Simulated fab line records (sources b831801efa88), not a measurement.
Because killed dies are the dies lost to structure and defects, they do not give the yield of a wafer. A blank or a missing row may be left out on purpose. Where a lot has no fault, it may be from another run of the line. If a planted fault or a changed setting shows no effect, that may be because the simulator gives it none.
What tool caused it? / flow gf180mcu / 13 lots, 37 wafers sampled, at 1 step of a route of 602

## WHAT THE GAUGES READ, wafer by wafer
GF_M1_CD_MEAS_14 targets a cd of 230 nm.
lot=L752; measured=day 17 01:55; on=cdSem-02; cdNm (nm)=229.2 230.3 230.1
lot=L755; measured=day 17 23:56; on=cdSem-02; cdNm (nm)=228.3 229.0 229.8
lot=L757; measured=day 19 04:10; on=cdSem-02; cdNm (nm)=231.2 230.5 230.9
lot=L758; measured=day 19 12:23; on=cdSem-01; cdNm (nm)=228.7 230.5 230.3
lot=L760; measured=day 20 06:47; on=cdSem-02; cdNm (nm)=230.4 231.5 230.6
lot=L762; measured=day 21 06:20; on=cdSem-02; cdNm (nm)=227.5 228.8 229.3
lot=L764; measured=day 21 14:12; on=cdSem-01; cdNm (nm)=230.7 231.5 231.3
lot=L765; measured=day 21 21:41; on=cdSem-02; cdNm (nm)=231.4 228.6 229.3
lot=L769; measured=day 23 03:11; on=cdSem-02; cdNm (nm)=230.3
lot=L770; measured=day 23 14:02; on=cdSem-01; cdNm (nm)=232.0 231.8 230.8
lot=L771; measured=day 24 01:23; on=cdSem-01; cdNm (nm)=230.8 232.3 231.2
lot=L774; measured=day 25 01:53; on=cdSem-01; cdNm (nm)=229.6 229.8 229.8
lot=L775; measured=day 25 02:35; on=cdSem-02; cdNm (nm)=229.8 230.3 229.1

## WHICH TOOL RAN EACH LOT (tool, then ch and the chambers of the sampled wafers, then the start)
There is no process step in the record ahead of these readings.

## WHAT THE TOOLS THEMSELVES READ (means of the sampled wafers that have a number; where no wafer has one, the mark that the record gives instead)
The record holds no such reading with a usual standard deviation.

## THE ANSWER, worked out from the rows above alone
Rule: the lots themselves supply what counts as usual. Put in order of their means at a reading, lots are off if they are a third of the lots or fewer, leave a main group of 4 or more, and stand apart from it by a gap of 3 or more times the standard deviation of the main group's means; of several such gaps the widest counts. The tables above print the reading to a certain number of digits; a main group whose means all agree to those digits is not used. Also off: a lot with no number at a reading for which 4 or more lots have one. All remaining lots with rows at the step are treated as sound. Order of review: gauges by route order, followed by the tools' own readings, for which a lot's mean as printed above is used. At the first step where some lot is off, the reading lying furthest off is the one used; lots without a number count as furthest.
No lot is off on any of the readings shown, so nothing can be concluded from this.

## WHAT WAS PUT IN BY THE SIMULATOR
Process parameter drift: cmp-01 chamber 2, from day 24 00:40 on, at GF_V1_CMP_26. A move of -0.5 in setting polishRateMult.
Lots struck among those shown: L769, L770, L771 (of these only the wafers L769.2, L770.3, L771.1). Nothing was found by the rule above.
